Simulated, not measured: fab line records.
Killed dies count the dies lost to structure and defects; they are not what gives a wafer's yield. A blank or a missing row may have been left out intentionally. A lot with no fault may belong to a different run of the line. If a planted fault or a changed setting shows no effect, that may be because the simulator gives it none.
A struck lot beside a sound one || flow sky130 || 14 out of 708 route steps
Sound: these wafers, L657.3, L657.4, L657.6. The struck wafers were L649.1, L649.3, L649.5. At the end, the cause is stated.
Order at every step that has rows: each side's tool, ch and its chambers, its first start. Under that, the readings that differ: sound wafers || struck wafers || difference of the means || sigmas: that difference in standard deviations of wafers without a fault.
alike: a reading whose means differ by less than 2 such deviations, as well as words and numbers matching on both sides. not compared: withheld readings; readings where some wafer has no value; bounds like >300 that might hide an equal value; numbers whose values overlap and for which the record gives no deviation.
The two part at a step that has a row with sigmas, a row that says differs or no value, or rows on one side only. Non-overlapping numbers with no deviation appear without sigmas and do not part them. A reading missing from all wafers of one side parts the sides only when that side holds two or more wafers.

first, 3 steps without rows for these wafers: SKY_METAL2_CLEAN_22 (cleans in IPA, time 180 s); SKY_METAL2_CLEAN_23 (cleans in O3/DIW); SKY_VIA2_HDPCVD_00 (deposits SiO2, target thk 1180 nm, time 196.7 s).
SKY_VIA2_THK_MEAS_01:
  struck on filmMetro-03, day 38 22:38; sound on filmMetro-03, day 41 08:19
{"reading": "VIA2_HDPCVD_THK (nm)", "sound": "1203 1200 1206", "struck": "1184 1188 1163", "difference": -25, "sigmas": -2}
SKY_VIA2_CMP_02: polishes SiO2.
  sound on cmp-02 ch 0,2,3, day 41 08:25; struck on cmp-02 ch 2,3, day 38 22:42
  alike: edgeZonePressureFrac, motorCurrentA, retainingRingPressureFrac
SKY_VIA2_BOW_MEAS_03:
  struck on filmMetro-04, day 38 23:00; sound on filmMetro-04, day 41 08:42
  alike: VIA2_BOW
then, 6 steps without rows for these wafers: SKY_VIA2_DEHYDRATE_04 (time 60 s); SKY_VIA2_HMDS_05 (prime time 60 s); SKY_VIA2_COAT_06 (resist thk 60 nm); SKY_VIA2_COAT_07 (resist thk 450 nm); SKY_VIA2_SOFTBAKE_08 (time 90 s); SKY_VIA2_EXPOSE_09 (exposes mask VIM2, target cd 200 nm).
SKY_VIA2_PEB_10:
  struck on lithoTrack-03, day 39 23:00; sound on lithoTrack-02 ch 0, day 42 07:00
{"reading": "exhaustPa (Pa)", "sound": "43.8 43.6 45.0", "struck": "- - -", "difference": "no value on the struck wafers", "sigmas": ""}
  not compared: chillPlateTempC
then, 1 step without rows for these wafers: SKY_VIA2_DEVELOP_11 (develop time 61.79 s).

WHERE THEY PART
First at SKY_VIA2_THK_MEAS_01; last, within this record, at SKY_VIA2_PEB_10.

WHY: what the simulator had put in
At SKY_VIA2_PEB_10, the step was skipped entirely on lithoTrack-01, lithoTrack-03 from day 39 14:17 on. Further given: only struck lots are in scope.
